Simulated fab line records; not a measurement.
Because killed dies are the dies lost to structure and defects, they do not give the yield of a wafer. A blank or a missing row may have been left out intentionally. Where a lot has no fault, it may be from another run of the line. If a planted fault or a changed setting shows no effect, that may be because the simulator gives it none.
A lot that was struck, set against a sound lot	flow gf180mcu	14 steps out of a route of 602
Sound: the wafers L487.1, L487.4, L487.5. Wafers struck: L489.2, L489.3, L489.5. The cause comes at the end.
Each step with rows lists, per side, the tool, then ch with its chambers, then its first start. Under that, the readings that differ: sound wafers	struck wafers	difference of the means	sigmas: that difference in standard deviations of wafers without a fault.
alike: same words and numbers on both sides, and readings whose means sit less than 2 such deviations apart. not compared: any withheld reading, any reading some wafer has no value for, any bound like >300 that may hide the same value, and any number with overlapping values for which the record gives no deviation.
A row with sigmas, a row that says differs or no value, or rows on one side alone: a step with any of these is where the two part. When numbers do not overlap yet have no deviation, they are printed without sigmas and do not part them. A reading missing from all wafers of one side parts the sides only when that side holds two or more wafers.

first, 1 step without rows for these wafers: GF_HV_LDD_DEVELOP_18 (develop time 60 s).
GF_HV_LDD_CD_MEAS_19: target cd 400 nm.
  sound: cd_sem-01 at day 12 03:28; struck: cd_sem-01 at day 12 12:27
  alike: cd_nm
GF_HV_LDD_OVL_MEAS_20:
  sound: overlay-01 at day 12 03:35; struck: overlay-02 at day 12 12:33
  alike: HV_LDD_01_OVL
then, 1 step without rows for these wafers: GF_HV_LDD_IMPLANT_21.
GF_HV_LDD_STRIP_22: strips in O2/N2.
  sound on plasma_asher-01 ch 0,1, day 12 03:47; struck on plasma_asher-01 ch 0,1, day 12 12:44
reading	sound	struck	difference	sigmas
strip_time_to_endpoint_s (s)	12.59 12.60 12.63	12.69 12.73 12.66	+0.09	+2
  alike: drypump_motor_current_A, heater_power_w, n2_flow_sccm, o2_flow_sccm, oes_product_au
  not compared: rf_hours_counter_h
GF_HV_LDD_TW_MEAS_23:
  sound: film_metro-01 at day 12 03:53; struck: film_metro-03 at day 12 12:50
  alike: HV_LDD_2_TW
then, 6 steps without rows for these wafers: GF_HV_LDD_DEHYDRATE_24 (time 60 s); GF_HV_LDD_HMDS_25 (prime time 60 s); GF_HV_LDD_COAT_26 (resist thk 1000 nm); GF_HV_LDD_SOFTBAKE_27 (time 60 s); GF_HV_LDD_EXPOSE_28 (exposes mask Nplus HV AREA, target cd 400 nm); GF_HV_LDD_PEB_29.
GF_HV_LDD_DEVELOP_30: develop time 60 s.
  sound on litho_track-04 ch 0, day 12 23:22; struck on litho_track-03, day 13 07:47
  no value came back on the struck wafers for chill_plate_temp_C (C), develop_time_s (s); on the sound wafers chill_plate_temp_C (C) reads 22.89 22.75 22.89
reading	sound	struck	difference	sigmas
model.HV_LDD.cd_nm (nm)	401.1 402.3 402.1	393.3 394.5 394.2	-7.8	
GF_HV_LDD_CD_MEAS_31: target cd 400 nm.
  sound: cd_sem-02 at day 12 23:31; struck: cd_sem-01 at day 13 07:55
reading	sound	struck	difference	sigmas
cd_nm (nm)	400.8 402.2 402.0	- - -	no value on the struck wafers	

== WHERE THEY PART ==
Earliest at GF_HV_LDD_STRIP_22; latest, in this record, at GF_HV_LDD_CD_MEAS_31.

WHY: what the simulator had put in
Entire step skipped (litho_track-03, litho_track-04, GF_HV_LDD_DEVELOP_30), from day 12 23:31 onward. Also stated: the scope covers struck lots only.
